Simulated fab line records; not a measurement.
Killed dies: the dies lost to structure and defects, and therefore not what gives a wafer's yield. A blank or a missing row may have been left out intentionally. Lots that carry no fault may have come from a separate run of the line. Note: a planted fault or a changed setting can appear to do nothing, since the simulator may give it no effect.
The tool behind it: which one?	flow sky130	12 lots, 36 wafers sampled, at 5 steps of a route of 708

WHAT THE GAUGES READ, wafer by wafer
SKY_METAL1_OVL_MEAS_16. Usual: METAL1_OVL 0 nm, standard deviation 5.9.
lot	measured	on	METAL1_OVL (nm)	flag
L994	day 33 03:31	overlay-02	14 6 6	
L995	day 33 18:37	overlay-02	-8 6 -8	
L996	day 33 23:49	overlay-01	8 2 -1	
L997	day 34 05:25	overlay-01	1 -2 -8	
L998	day 34 16:29	overlay-02	-10 -5 -15	
L999	day 35 01:43	overlay-01	-5 -2 0	
L103	day 36 06:46	overlay-02	-6 -5 -7	
L104	day 36 15:34	overlay-02	4 -5 4	
L106	day 37 08:37	overlay-02	-2 -3 -10	
L105	day 37 11:19	overlay-02	-2 3 4	
L108	day 37 17:43	overlay-02	4 8 4	
L114	day 39 20:01	overlay-02	-4 0 1	

SKY_VIA1_BOW_MEAS_03. Usual: VIA1_BOW 80 um, standard deviation 7.3.
lot	measured	on	VIA1_BOW (um)	flag
L994	day 33 05:02	filmMetro-03	88 67 77	
L995	day 33 20:12	filmMetro-02	79 81 80	
L996	day 34 01:06	filmMetro-02	82 82 80	
L997	day 34 06:44	filmMetro-04	88 89 100	
L998	day 34 18:08	filmMetro-04	89 72 68	
L999	day 35 03:26	filmMetro-03	84 88 87	
L103	day 36 08:06	filmMetro-04	72 78 78	
L104	day 36 16:55	filmMetro-02	80 74 72	
L106	day 37 09:59	filmMetro-04	82 71 73	
L105	day 37 12:37	filmMetro-04	91 82 90	
L108	day 37 19:02	filmMetro-02	81 70 68	
L114	day 39 21:19	filmMetro-04	86 89 80	

SKY_VIA3_THK_MEAS_01. Usual: VIA3_HDPCVD_THK 1636 nm, standard deviation 17.
lot	measured	on	VIA3_HDPCVD_THK (nm)	flag
L994	day 38 20:56	filmMetro-04	1671 1671 1651	
L995	day 39 09:54	filmMetro-03	1649 1651 1626	
L996	day 39 16:40	filmMetro-04	1628 1602 1614	
L997	day 39 22:15	filmMetro-03	1625 1630 1624	
L998	day 40 08:45	filmMetro-02	1624 1618 1656	
L999	day 40 18:28	filmMetro-04	1616 1635 1608	
L103	day 41 21:24	filmMetro-04	1628 1634 1609	
L104	day 42 03:41	filmMetro-02	1662 1654 1656	
L106	day 42 20:26	filmMetro-03	1620 1633 1622	
L105	day 42 22:06	filmMetro-02	1664 1645 1613	
L108	day 43 04:02	filmMetro-02	1673 1661 1678	
L114	day 45 01:08	filmMetro-02	1701 1648 1680	

WHAT TOOL EACH LOT RAN ON (gives the tool, then ch and the chambers of the sampled wafers, and finally the start)
lot	SKY_VIA1_SPUTTER_20	SKY_VIA3_HDPCVD_00
L994	pvdSputter-03, day 34 07:25	hdpcvd-01 ch 1,2, day 38 20:46
L995	pvdSputter-01, day 34 22:50	hdpcvd-01 ch 1,2, day 39 09:43
L996	pvdSputter-03, day 35 04:35	hdpcvd-01 ch 0,1,2, day 39 16:30
L997	pvdSputter-03, day 35 10:53	hdpcvd-01 ch 0,1,2, day 39 22:05
L998	pvdSputter-03, day 35 21:19	hdpcvd-02 ch 0,1,2, day 40 08:34
L999	pvdSputter-01, day 36 06:46	hdpcvd-01 ch 1,2, day 40 18:17
L103	pvdSputter-01, day 37 10:54	hdpcvd-01 ch 0,1,2, day 41 21:13
L104	pvdSputter-03, day 37 19:17	hdpcvd-02 ch 0,1,2, day 42 03:31
L106	pvdSputter-01, day 38 12:59	hdpcvd-01 ch 0,1, day 42 20:16
L105	pvdSputter-01, day 38 15:00	hdpcvd-02 ch 0,1,2, day 42 21:56
L108	pvdSputter-03, day 38 21:11	hdpcvd-02 ch 0,2, day 43 03:51
L114	pvdSputter-04, day 40 22:38	hdpcvd-01 ch 0,1,2, day 45 00:58
- SKY_VIA1_SPUTTER_20: material TiN, target thk 20 nm, time 80 s.
- SKY_VIA3_HDPCVD_00: deposits SiO2, target thk 1635 nm, time 272.5 s.

AS READ BY THE TOOLS THEMSELVES (means over the sampled wafers that have a number; for cases with no such wafer, the mark the record gives instead)
SKY_VIA1_SPUTTER_20. Usual: throttleValvePct at 30.4 %, with a standard deviation of 0.66.
lot	tool	throttleValvePct (%)	flag
L994	pvdSputter-03	30.4	
L995	pvdSputter-01	29.9	
L996	pvdSputter-03	30.5	
L997	pvdSputter-03	30.4	
L998	pvdSputter-03	30.8	
L999	pvdSputter-01	29.8	
L103	pvdSputter-01	29.7	
L104	pvdSputter-03	30.9	
L106	pvdSputter-01	29.9	
L105	pvdSputter-01	29.9	
L108	pvdSputter-03	30.9	
L114	pvdSputter-04	29.5	

SKY_VIA3_HDPCVD_00. Usual: runLengthS at 300.2 s, with a standard deviation of 0.43.
lot	tool	runLengthS (s)	flag
L994	hdpcvd-01	300.3	
L995	hdpcvd-01	300.1	
L996	hdpcvd-01	300.0	
L997	hdpcvd-01	300.3	
L998	hdpcvd-02	300.4	
L999	hdpcvd-01	300.6	
L103	hdpcvd-01	300.1	
L104	hdpcvd-02	300.4	
L106	hdpcvd-01	300.0	
L105	hdpcvd-02	300.5	
L108	hdpcvd-02	301.0	
L114	hdpcvd-01	303.4	OFF

THE ANSWER, worked out from the rows above alone
Rule: a lot is off if the mean of its wafers that have a number lies more than 3 standard deviations from the usual mean. A lot without any number at a reading at which 4 lots or more have one is off too. All remaining lots with rows at the step are treated as sound. After the gauges, taken in route order, come the tools' own readings; for these a lot's mean is taken, as printed above. The first step at which some lot is off is used, and at that step the reading that is off furthest; a lot without a number counts as furthest.
Off: L114 (SKY_VIA3_HDPCVD_00, runLengthS).
A tool fits if, at that step or a process step before it, it ran every lot that is off, and no sound lot after the first of them. Undecided on this evidence; 2 tools fit (pvdSputter-04 at SKY_VIA1_SPUTTER_20, hdpcvd-01 at SKY_VIA3_HDPCVD_00).

WHAT HAD BEEN PUT IN BY THE SIMULATOR
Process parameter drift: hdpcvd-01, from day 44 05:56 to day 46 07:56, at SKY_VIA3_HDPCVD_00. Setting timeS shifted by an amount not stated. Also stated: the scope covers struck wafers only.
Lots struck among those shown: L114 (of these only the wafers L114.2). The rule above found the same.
